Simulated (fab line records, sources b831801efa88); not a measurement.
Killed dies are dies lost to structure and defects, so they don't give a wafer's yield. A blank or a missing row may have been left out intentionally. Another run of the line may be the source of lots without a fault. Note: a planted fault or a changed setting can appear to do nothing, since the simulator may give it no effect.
Shared-tool check :: flow sky130 :: 13 lots and 39 wafers in the sample

## WHY IT WAS OPENED
At SKY_VT_ADJUST_LVTN_TW_MEAS_10 the reading VT_ADJUST_LVTN_TW is flagged on 1 of 13 lots. Wafers without a fault read 241.1, standard deviation 3.
Rule: flag the lot when none of its wafers has a number, or when each of its wafers that has one lies beyond 4 standard deviations from that mean. The other lots count as sound.

lot: L138
measured: day 7 06:13
on: film metro-03
VT_ADJUST_LVTN_TW, wafer by wafer: 240.7 240.7 240.1
flag: 

lot: L139
measured: day 7 06:59
on: film metro-03
VT_ADJUST_LVTN_TW, wafer by wafer: 240.6 240.1 239.6
flag: 

lot: L141
measured: day 7 15:25
on: film metro-01
VT_ADJUST_LVTN_TW, wafer by wafer: 248.1 246.4 245.9
flag: 

lot: L142
measured: day 7 21:58
on: film metro-03
VT_ADJUST_LVTN_TW, wafer by wafer: 240.1 240.1 241.2
flag: 

lot: L143
measured: day 8 10:07
on: film metro-04
VT_ADJUST_LVTN_TW, wafer by wafer: 237.9 238.3 239.2
flag: 

lot: L144
measured: day 8 19:26
on: film metro-01
VT_ADJUST_LVTN_TW, wafer by wafer: 245.3 245.8 244.9
flag: 

lot: L146
measured: day 9 02:49
on: film metro-01
VT_ADJUST_LVTN_TW, wafer by wafer: 245.0 244.0 244.7
flag: 

lot: L147
measured: day 9 09:09
on: film metro-04
VT_ADJUST_LVTN_TW, wafer by wafer: 30.1 30.1 29.9
flag: FLAGGED

lot: L149
measured: day 9 22:41
on: film metro-03
VT_ADJUST_LVTN_TW, wafer by wafer: 238.5 237.9 238.8
flag: 

lot: L152
measured: day 11 02:33
on: film metro-03
VT_ADJUST_LVTN_TW, wafer by wafer: 237.7 239.4 239.7
flag: 

lot: L157
measured: day 12 01:45
on: film metro-04
VT_ADJUST_LVTN_TW, wafer by wafer: 239.8 239.5 239.1
flag: 

lot: L160
measured: day 12 22:12
on: film metro-04
VT_ADJUST_LVTN_TW, wafer by wafer: 239.1 239.5 239.3
flag: 

lot: L161
measured: day 13 06:46
on: film metro-03
VT_ADJUST_LVTN_TW, wafer by wafer: 238.4 237.4 238.7
flag: 
The mean of the flagged lots' numbers is 30.0, -211.1 from the usual (-70 standard deviations).

## WHICH TOOL EACH LOT WENT THROUGH
The record holds 2 process steps before the reading, out of a route of 708 steps. In each cell: the tool, then ch and the chambers that the sampled wafers went through, then the start.
lot: L138
flag: 
SKY_VT_ADJUST_HVTP_STRIP_10: plasma asher-02 ch 0,1, day 6 10:37
SKY_VT_ADJUST_LVTN_STRIP_09: plasma asher-02 ch 0,1, day 7 06:07

lot: L139
flag: 
SKY_VT_ADJUST_HVTP_STRIP_10: plasma asher-02 ch 0,1, day 6 11:11
SKY_VT_ADJUST_LVTN_STRIP_09: plasma asher-04 ch 0, day 7 06:52

lot: L141
flag: 
SKY_VT_ADJUST_HVTP_STRIP_10: plasma asher-04 ch 0,1, day 6 21:04
SKY_VT_ADJUST_LVTN_STRIP_09: plasma asher-03 ch 0,1, day 7 15:19

lot: L142
flag: 
SKY_VT_ADJUST_HVTP_STRIP_10: plasma asher-01 ch 0,1, day 7 03:17
SKY_VT_ADJUST_LVTN_STRIP_09: plasma asher-02 ch 0,1, day 7 21:52

lot: L143
flag: 
SKY_VT_ADJUST_HVTP_STRIP_10: plasma asher-04 ch 0,1, day 7 13:04
SKY_VT_ADJUST_LVTN_STRIP_09: plasma asher-04 ch 0,1, day 8 10:01

lot: L144
flag: 
SKY_VT_ADJUST_HVTP_STRIP_10: plasma asher-01 ch 0,1, day 7 22:20
SKY_VT_ADJUST_LVTN_STRIP_09: plasma asher-03 ch 0,1, day 8 19:22

lot: L146
flag: 
SKY_VT_ADJUST_HVTP_STRIP_10: plasma asher-02 ch 0,1, day 8 05:32
SKY_VT_ADJUST_LVTN_STRIP_09: plasma asher-03 ch 0,1, day 9 02:44

lot: L147
flag: FLAGGED
SKY_VT_ADJUST_HVTP_STRIP_10: plasma asher-02 ch 0,1, day 8 11:10
SKY_VT_ADJUST_LVTN_STRIP_09: plasma asher-04 ch 0,1, day 9 09:03

lot: L149
flag: 
SKY_VT_ADJUST_HVTP_STRIP_10: plasma asher-04 ch 0,1, day 9 01:19
SKY_VT_ADJUST_LVTN_STRIP_09: plasma asher-03 ch 0,1, day 9 22:35

lot: L152
flag: 
SKY_VT_ADJUST_HVTP_STRIP_10: plasma asher-04 ch 0,1, day 10 03:35
SKY_VT_ADJUST_LVTN_STRIP_09: plasma asher-02 ch 0,1, day 11 02:27

lot: L157
flag: 
SKY_VT_ADJUST_HVTP_STRIP_10: plasma asher-01 ch 0,1, day 11 02:43
SKY_VT_ADJUST_LVTN_STRIP_09: plasma asher-04 ch 1, day 12 01:39

lot: L160
flag: 
SKY_VT_ADJUST_HVTP_STRIP_10: plasma asher-04 ch 0,1, day 11 22:05
SKY_VT_ADJUST_LVTN_STRIP_09: plasma asher-02 ch 0,1, day 12 22:06

lot: L161
flag: 
SKY_VT_ADJUST_HVTP_STRIP_10: plasma asher-02 ch 0,1, day 12 06:29
SKY_VT_ADJUST_LVTN_STRIP_09: plasma asher-02 ch 0,1, day 13 06:40
What these steps do:
- SKY_VT_ADJUST_HVTP_STRIP_10: strips in O2/N2.
- SKY_VT_ADJUST_LVTN_STRIP_09: strips in O2/N2.
- SKY_VT_ADJUST_LVTN_TW_MEAS_10

## FLAGGED AGAINST TOTAL, ONE TOOL AT A TIME (gauges that did the reading follow at the end)
step: SKY_VT_ADJUST_HVTP_STRIP_10
tool: plasma asher-01
lots run: 3
flagged: 0
share of the flagged lots: none
sound lots run after its first flagged lot: -

step: SKY_VT_ADJUST_HVTP_STRIP_10
tool: plasma asher-02
lots run: 5
flagged: 1
share of the flagged lots: all
sound lots run after its first flagged lot: 1 (L161)

step: SKY_VT_ADJUST_HVTP_STRIP_10
tool: plasma asher-04
lots run: 5
flagged: 0
share of the flagged lots: none
sound lots run after its first flagged lot: -

step: SKY_VT_ADJUST_LVTN_STRIP_09
tool: plasma asher-02
lots run: 5
flagged: 0
share of the flagged lots: none
sound lots run after its first flagged lot: -

step: SKY_VT_ADJUST_LVTN_STRIP_09
tool: plasma asher-03
lots run: 4
flagged: 0
share of the flagged lots: none
sound lots run after its first flagged lot: -

step: SKY_VT_ADJUST_LVTN_STRIP_09
tool: plasma asher-04
lots run: 4
flagged: 1
share of the flagged lots: all
sound lots run after its first flagged lot: 1 (L157)

step: SKY_VT_ADJUST_LVTN_TW_MEAS_10
tool: film metro-01
lots run: 3
flagged: 0
share of the flagged lots: none
sound lots run after its first flagged lot: -

step: SKY_VT_ADJUST_LVTN_TW_MEAS_10
tool: film metro-03
lots run: 6
flagged: 0
share of the flagged lots: none
sound lots run after its first flagged lot: -

step: SKY_VT_ADJUST_LVTN_TW_MEAS_10
tool: film metro-04
lots run: 4
flagged: 1
share of the flagged lots: all
sound lots run after its first flagged lot: 2 (L157,L160)

## WHAT THE TABLE ALLOWS
3 rows of the table ran every flagged lot: plasma asher-02 at SKY_VT_ADJUST_HVTP_STRIP_10, plasma asher-04 at SKY_VT_ADJUST_LVTN_STRIP_09, film metro-04 at SKY_VT_ADJUST_LVTN_TW_MEAS_10.
- plasma asher-02 at SKY_VT_ADJUST_HVTP_STRIP_10: 1 of its 5 lots flagged. Sound lots ran on it after the first flagged one (L161), which a lasting fault on the whole tool wouldn't allow. Its own readings (oes product au) fall more than 4 standard deviations out on all wafers of the flagged lots.
- plasma asher-04 at SKY_VT_ADJUST_LVTN_STRIP_09: 1 of its 4 lots flagged. Sound lots ran on it after the first flagged one (L157), which a lasting fault on the whole tool wouldn't allow. Its own readings (strip time to endpoint s) fall more than 4 standard deviations out on all wafers of the flagged lots.
- film metro-04 at SKY_VT_ADJUST_LVTN_TW_MEAS_10: 1 of its 4 lots flagged. Sound lots ran on it after the first flagged one (L157, L160), which a lasting fault on the whole tool wouldn't allow.
Every row of the table either missed a flagged lot or ran a sound lot after the first.

## WHAT THE SIMULATOR HAD INSERTED
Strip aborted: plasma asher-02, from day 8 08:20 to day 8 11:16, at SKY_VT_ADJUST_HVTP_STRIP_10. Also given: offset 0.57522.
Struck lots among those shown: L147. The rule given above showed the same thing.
